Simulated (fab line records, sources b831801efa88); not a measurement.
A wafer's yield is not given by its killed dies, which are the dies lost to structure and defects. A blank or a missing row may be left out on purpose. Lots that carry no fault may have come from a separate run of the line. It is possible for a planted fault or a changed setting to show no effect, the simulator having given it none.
Problem report in the 8D (eight disciplines) form, filled by code || flow sky130 || the parts of the form that need people (team, actions taken, sign-off) are left out

1. THE PROBLEM
VT_ADJUST_LVTN_OVL at SKY_VT_ADJUST_LVTN_OVL_MEAS_07 reads a mean of 170.0 nm on 6 wafers of 2 lots; wafers without a fault read 0.3 nm with a standard deviation of 1.5. So: +99 or more standard deviations from the usual mean.
Seen first at day 10 02:20 on overlay-01, wafer L252.1. The record holds 36 wafers of 12 lots with a number at this step. Rule for "out", or "out of limits": more than 4 standard deviations from the usual mean. Any other wafer with a number is counted as sound.

2. WHAT IT IS AND WHAT IT IS NOT
{"question": "which readings at this step", "is": "VT_ADJUST_LVTN_OVL", "is not": "-"}
{"question": "which lots", "is": "L252, L254", "is not": "L240, L241, L242, L243, L245, L248, L255, L256, L259, L260"}
{"question": "which wafers of those lots", "is": "all that have a number", "is not": "-"}
{"question": "read on which gauges", "is": "overlay-01, overlay-02", "is not": "-"}
{"question": "when", "is": "from day 10 02:20", "is not": "up to then (18 sound wafers); but 12 sound wafers of L255, L256, L259, L260 came after"}

3. SUSPECTS, AND WHAT RULES EACH OUT
Counting: a tool at any process step up to the reading remains a suspect when it ran all the lots that are out and ran no sound lot after the first of those.
- the gauge at SKY_VT_ADJUST_LVTN_OVL_MEAS_07 is ruled out. The wafers that are out were read on 2 gauges (overlay-01, overlay-02).
- iline_stepper-02 at SKY_VT_ADJUST_LVTN_EXPOSE_04 (exposes mask NWM COMPLEMENT LESS NATIVE, target cd 840 nm): kept. All lots that are out passed through it, beginning with L252 at day 9 16:16, and no sound lot followed; its final sound lot before that point was L248 at day 8 14:11.
Remaining after the count: iline_stepper-02 at SKY_VT_ADJUST_LVTN_EXPOSE_04.

4. THE CAUSE (what the simulator had put in)
Scanner matching overlay: iline_stepper-02, from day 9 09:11 on, at SKY_VT_ADJUST_LVTN_EXPOSE_04. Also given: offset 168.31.
This tool alone remained once counting was done.

5. THE CHAIN OF EFFECTS, in route order
Each row: a reading whose mean over the struck wafers that have a number lies more than 3 standard deviations from the usual. Only readings for which the record gives a usual standard deviation are gone through. hours: the time from each lot's start at the first step in this table that gives one to its start at this step, as a median over the lots. sigmas: the change in usual standard deviations.
{"hours": 0, "step": "SKY_VT_ADJUST_LVTN_OVL_MEAS_07", "reading": "VT_ADJUST_LVTN_OVL", "usual": "0.3 nm", "on struck wafers": 170.0, "change": "+169.7", "sigmas": "+99 or more"}
At these later measuring or inspecting steps, every struck wafer for which the step has a row has a number for every such reading, and none has moved that far: SKY_VT_ADJUST_NCORE_CD_MEAS_07.

6. HOW IT WOULD HAVE BEEN CAUGHT EARLIER
Counted from the fault's start at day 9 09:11, it took 17 hours until the first out-of-limits reading at a measuring or inspecting step in this record, taken at day 10 02:20.
An alarm limit of 4 standard deviations would not have fired on the tool readings at SKY_VT_ADJUST_LVTN_EXPOSE_04 for which the record gives a usual standard deviation, since none of them was out on any struck wafer.
By day 10 02:20 the whole set of lots that are out, 2 in number, had already begun SKY_VT_ADJUST_LVTN_EXPOSE_04 on iline_stepper-02. None of them would have been spared by holding the tool at that moment.
